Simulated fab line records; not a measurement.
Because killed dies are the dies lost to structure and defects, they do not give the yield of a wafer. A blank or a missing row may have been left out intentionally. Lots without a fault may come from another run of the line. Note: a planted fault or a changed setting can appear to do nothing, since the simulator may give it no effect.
A struck lot beside a sound one | flow sky130 | 32 steps out of a route of 708
Sound: the wafers L443.1, L443.3, L443.6. Wafers struck: L444.1, L444.4, L444.5. At the end, the cause is stated.
Per side, at each step with rows, come the tool, then ch with its chambers, and then its first start. Under that, the readings that differ: sound wafers | struck wafers | difference of the means | sigmas: that difference in standard deviations of wafers without a fault.
alike: readings with means less than 2 such deviations apart, plus words and numbers identical on both sides. not compared: withheld readings, readings lacking a value on some wafer, bounds such as >300 that could conceal the same value, and numbers that have no deviation in the record and whose values overlap.
A row with sigmas, a row that says differs or no value, or rows on one side alone: a step with any of these is where the two part. Numbers that don't overlap but have no deviation are shown without sigmas and don't part them. A reading missing from all wafers of one side parts the sides only when that side holds two or more wafers.

first, 4 steps without rows for these wafers: SKY_CONTACT_STRIP_20 (strips in post etch residue remover, time 1200 s); SKY_CONTACT_CLEAN_21 (cleans in IPA, time 180 s); SKY_CONTACT_CLEAN_22 (cleans in O3/DIW); SKY_CONTACT_SPUTTER_23 (material TiN, target thk 20 nm, time 80 s).
SKY_CONTACT_CVD_24: deposits W, target thk 340 nm, time 102.12 s.
  sound on cvd w-01 ch 0,1, day 32 18:20; struck on cvd w-01 ch 0,1, day 33 07:58
  alike: heater power w
SKY_CONTACT_RS_MEAS_25: measurement is done with a four-point probe.
  sound on film metro-01 at day 32 18:26; struck on film metro-01 at day 33 08:05
  alike: CONTACT_W_RS
SKY_CONTACT_THK_MEAS_26: measures by xrf.
  sound on film metro-01 at day 32 18:34; struck on film metro-01 at day 33 08:12
  alike: CONTACT_W_THK
then, 3 steps without rows for these wafers: SKY_CONTACT_CMP_27 (polishes, stops on SiO2, t overpolish 15 s, target thk 0 nm); SKY_METAL1_SPUTTER_00 (material Ti, target thk 15 nm, time 10 s); SKY_METAL1_SPUTTER_01 (material TiN, target thk 20 nm, time 16.7 s).
SKY_METAL1_SPUTTER_02: material AlCu, target thk 250 nm, time 13.3 s.
  sound on pvd sputter-02 at day 32 18:58; struck on pvd sputter-04 at day 33 08:37
  alike: throttle valve pct
SKY_METAL1_SPUTTER_03: material Ti, target thk 5 nm, time 3.3 s.
  sound on pvd sputter-02 at day 32 18:59; struck on pvd sputter-04 at day 33 08:38
  alike: throttle valve pct
SKY_METAL1_SPUTTER_04: material TiN, target thk 70 nm, time 58.3 s.
  sound on pvd sputter-02 at day 32 19:01; struck on pvd sputter-04 at day 33 08:39
  reading                                    | sound             | struck            | difference | sigmas
  model.TiN_of_METAL1_SPUTTER_04.thk nm (nm) | 69.12 69.54 69.87 | 57.51 58.15 57.32 | -11.85     |
  alike: throttle valve pct
SKY_METAL1_RS_MEAS_05: measurement is done with a four-point probe.
  sound on film metro-02 at day 32 19:04; struck on film metro-04 at day 33 08:42
  alike: METAL1_ALCU_RS
SKY_METAL1_THK_MEAS_06: measures by xrf.
  sound on film metro-02 at day 32 19:11; struck on film metro-04 at day 33 08:49
  alike: METAL1_ALCU_THK
then, 8 steps without rows for these wafers: SKY_METAL1_DEHYDRATE_07 (time 60 s); SKY_METAL1_HMDS_08 (prime time 60 s); SKY_METAL1_COAT_09 (resist thk 60 nm); SKY_METAL1_COAT_10 (resist thk 450 nm); SKY_METAL1_SOFTBAKE_11 (time 90 s); SKY_METAL1_EXPOSE_12 (exposes mask MM1, target cd 140 nm); SKY_METAL1_PEB_13; SKY_METAL1_DEVELOP_14 (develop time 60 s).
SKY_METAL1_CD_MEAS_15: the cd target is 140 nm.
  sound on cd sem-02 at day 33 21:42; struck on cd sem-01 at day 34 11:10
  reading    | sound             | struck            | difference | sigmas
  cd nm (nm) | 138.7 138.9 138.8 | 142.6 142.2 142.9 | +3.8       | +3
SKY_METAL1_OVL_MEAS_16:
  sound on overlay-02 at day 33 21:49; struck on overlay-02 at day 34 11:17
  alike: METAL1_OVL
SKY_METAL1_DESCUM_17: chemistry O2, time 8 s.
  sound on rie metal-03 ch 0,1, day 33 21:51; struck on rie metal-03 ch 0,1, day 34 11:20
  alike: drypump motor current A, oes product au, rf fwd power W
  not compared: rf hours counter h
then, 2 steps without rows for these wafers: SKY_METAL1_ETCH_18 (etches BARC in N2/H2, stops on SiO2, time 45.9 s, target depth 60 nm); SKY_METAL1_METAL_ETCH_19 (etches the open film in Cl2/BCl3, stops on SiO2, target depth 360 nm, time 78 s).
SKY_METAL1_STRIP_20: strips in O2/N2.
  sound on plasma asher-02 ch 0,1, day 33 22:02; struck on plasma asher-02 ch 0,1, day 34 11:31
  alike: drypump motor current A, oes product au, strip time to endpoint s
  not compared: rf hours counter h
SKY_METAL1_STRIP_21: strips in post etch residue remover, time 1200 s.
  sound on wet bench-02 ch 3, day 33 22:08; struck on wet bench-03 ch 0, day 34 11:37
  reading                                    | sound            | struck           | difference | sigmas
  model.TiN_of_METAL1_SPUTTER_04.thk nm (nm) | 68.7 69.12 69.45 | 57.09 57.74 56.9 | -11.85     |
then, 1 step without rows for these wafers: SKY_METAL1_CLEAN_22 (cleans in IPA, time 180 s).
-- the record jumps here: 13 days lie between the struck wafers' starts before and after (it left off in module METAL1 and takes up again in module PAD_OPEN, whose first step shown is number 708 of the route) --
SKY_PAD_OPEN_PROBE_99:
  sound on prober-02 at day 46 14:19; struck on prober-01 at day 47 01:11
  alike: defect limited yield, killed_at_M0_to_M3, killed_at_M4_up, killed at contacts, killed at front end, killed at other, killed dies, killed open, killed short, sort_bin_3_pad_short, sort_bin_5_function, sort_bin_6_memory, sort n pass, sort yield pct

== WHERE THEY PART ==
Only at SKY_METAL1_CD_MEAS_15, as far as this record shows. Later steps at which nothing parts them and some readings are alike: SKY_METAL1_OVL_MEAS_16, SKY_METAL1_DESCUM_17, SKY_METAL1_STRIP_20, SKY_PAD_OPEN_PROBE_99.

WHY: whatever the simulator had introduced
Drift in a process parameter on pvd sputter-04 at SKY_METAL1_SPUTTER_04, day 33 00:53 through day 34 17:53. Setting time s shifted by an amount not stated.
